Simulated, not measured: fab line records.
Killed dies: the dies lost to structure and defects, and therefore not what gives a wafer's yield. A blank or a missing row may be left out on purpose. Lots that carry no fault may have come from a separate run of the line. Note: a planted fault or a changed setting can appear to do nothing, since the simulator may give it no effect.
Which tool did it?	flow sky130	39 wafers from 13 lots sampled at 5 of the route's 708 steps

== WHAT EACH GAUGE READ, for each wafer ==
SKY_VT_ADJUST_NCORE_TW_MEAS_11. Usual: VT_ADJUST_NCORE_TW typically reads 219.9, with standard deviation 1.5.
lot	measured	on	VT_ADJUST_NCORE_TW	flag
L507	day 8 11:03	film_metro-04	219.2 219.9 219.4	
L508	day 8 20:59	film_metro-02	220.7 222.0 222.7	
L509	day 9 03:27	film_metro-02	220.1 220.8 220.1	
L510	day 9 11:19	film_metro-02	221.2 220.6 221.4	
L511	day 9 15:52	film_metro-04	219.8 219.7 218.9	
L513	day 10 06:34	film_metro-02	219.8 219.4 220.1	
L514	day 10 15:08	film_metro-02	220.6 220.0 219.5	
L515	day 10 19:57	film_metro-02	209.3 210.1 210.5	OFF
L519	day 12 02:32	film_metro-02	221.6 221.4 220.4	
L520	day 12 08:07	film_metro-04	210.6 212.1 210.9	OFF
L525	day 13 18:56	film_metro-02	220.8 222.0 221.9	
L526	day 14 09:41	film_metro-02	220.2 220.5 220.8	
L529	day 15 03:17	film_metro-03	220.6 220.5 220.1	

SKY_LOCAL_INTERCONNECT_OVL_MEAS_12. Usual: LOCAL_INTERCONNECT_OVL typically reads -1 nm, with standard deviation 4.8.
lot	measured	on	LOCAL_INTERCONNECT_OVL (nm)	flag
L507	day 30 04:31	overlay-02	-7 -1 0	
L508	day 30 15:58	overlay-01	-1 6 -4	
L509	day 30 21:42	overlay-02	-4 0 -4	
L510	day 31 08:16	overlay-02	3 -6 3	
L511	day 31 08:09	overlay-02	-6 -5 -2	
L513	day 32 08:18	overlay-01	-5 -3 1	
L514	day 32 16:54	overlay-01	4 -2 0	
L515	day 33 07:43	overlay-02	6 -2 -2	
L519	day 34 04:05	overlay-01	4 1 3	
L520	day 34 13:10	overlay-01	-9 3 -7	
L525	day 36 04:09	overlay-01	1 -1 -10	
L526	day 36 15:32	overlay-01	-3 0 -1	
L529	day 37 07:13	overlay-02	2 -2 2	

SKY_CONTACT_THK_MEAS_26: measures by xrf. Usual: CONTACT_W_THK typically reads 338 nm, with standard deviation 6.9.
lot	measured	on	CONTACT_W_THK (nm)	flag
L507	day 31 10:35	film_metro-04	340 338 333	
L508	day 31 21:06	film_metro-04	340 339 341	
L509	day 32 03:30	film_metro-02	331 331 333	
L510	day 32 14:34	film_metro-03	348 345 343	
L511	day 32 13:47	film_metro-03	353 348 351	
L513	day 33 14:01	film_metro-02	334 334 334	
L514	day 33 22:05	film_metro-02	337 334 340	
L515	day 34 13:02	film_metro-03	340 354 356	
L519	day 35 08:47	film_metro-04	353 337 338	
L520	day 35 18:55	film_metro-04	339 343 332	
L525	day 37 08:49	film_metro-02	332 345 345	
L526	day 37 19:55	film_metro-04	339 339 339	
L529	day 38 11:24	film_metro-03	353 338 346	

== WHICH TOOL RAN EACH LOT (tool, then ch and the chambers of the sampled wafers, then the start) ==
lot	SKY_VT_ADJUST_NCORE_IMPLANT_09	SKY_CONTACT_SPUTTER_23
L507	implanter-03 ch 0, day 8 10:48	pvd_sputter-02, day 31 10:18
L508	implanter-03 ch 0, day 8 20:46	pvd_sputter-03, day 31 20:47
L509	implanter-03 ch 0, day 9 03:12	pvd_sputter-03, day 32 03:13
L510	implanter-01 ch 0, day 9 11:04	pvd_sputter-02, day 32 14:17
L511	implanter-01 ch 0, day 9 15:37	pvd_sputter-02, day 32 13:29
L513	implanter-01 ch 0, day 10 06:19	pvd_sputter-03, day 33 13:44
L514	implanter-01 ch 0, day 10 14:55	pvd_sputter-02, day 33 21:46
L515	implanter-01 ch 0, day 10 19:42	pvd_sputter-03, day 34 12:44
L519	implanter-03 ch 0, day 12 02:18	pvd_sputter-01, day 35 08:29
L520	implanter-01 ch 0, day 12 07:52	pvd_sputter-01, day 35 18:38
L525	implanter-03 ch 0, day 13 18:41	pvd_sputter-02, day 37 08:31
L526	implanter-01 ch 0, day 14 09:27	pvd_sputter-03, day 37 19:37
L529	implanter-04 ch 0, day 15 03:04	pvd_sputter-03, day 38 11:05
- SKY_VT_ADJUST_NCORE_IMPLANT_09
- SKY_CONTACT_SPUTTER_23: material TiN, target thk 20 nm, time 80 s.

== WHAT THE TOOLS THEMSELVES READ (means of the sampled wafers that have a number; where no wafer has one, the mark that the record gives instead) ==
SKY_CONTACT_SPUTTER_23. Usual: throttle_valve_pct 30.2 %, standard deviation 0.94.
lot	tool	throttle_valve_pct (%)	flag
L507	pvd_sputter-02	29.8	
L508	pvd_sputter-03	29.9	
L509	pvd_sputter-03	29.4	
L510	pvd_sputter-02	30.2	
L511	pvd_sputter-02	29.6	
L513	pvd_sputter-03	30.3	
L514	pvd_sputter-02	30.2	
L515	pvd_sputter-03	29.2	
L519	pvd_sputter-01	30.1	
L520	pvd_sputter-01	30.9	
L525	pvd_sputter-02	30.5	
L526	pvd_sputter-03	29.7	
L529	pvd_sputter-03	30.1	

== THE ANSWER, worked out from the rows above alone ==
Rule: lot off if the mean of its wafers having a number is beyond 3 standard deviations from the usual mean. A lot without any number at a reading at which 4 lots or more have one is off too. The other lots that the step has rows for count as sound. Order of review: gauges by route order, followed by the tools' own readings, for which a lot's mean as printed above is used. At the first step where some lot is off, the reading lying furthest off is the one used; lots without a number count as furthest.
Off: at SKY_VT_ADJUST_NCORE_TW_MEAS_11 (VT_ADJUST_NCORE_TW), L515, L520.
If a tool, at a process step before that reading, ran all the lots that are off and no sound lot after the first of them, it fits. Gauges at SKY_VT_ADJUST_NCORE_TW_MEAS_11: tried the same way as those tools. Of those tried, none fits.

== WHAT HAD BEEN PUT IN BY THE SIMULATOR ==
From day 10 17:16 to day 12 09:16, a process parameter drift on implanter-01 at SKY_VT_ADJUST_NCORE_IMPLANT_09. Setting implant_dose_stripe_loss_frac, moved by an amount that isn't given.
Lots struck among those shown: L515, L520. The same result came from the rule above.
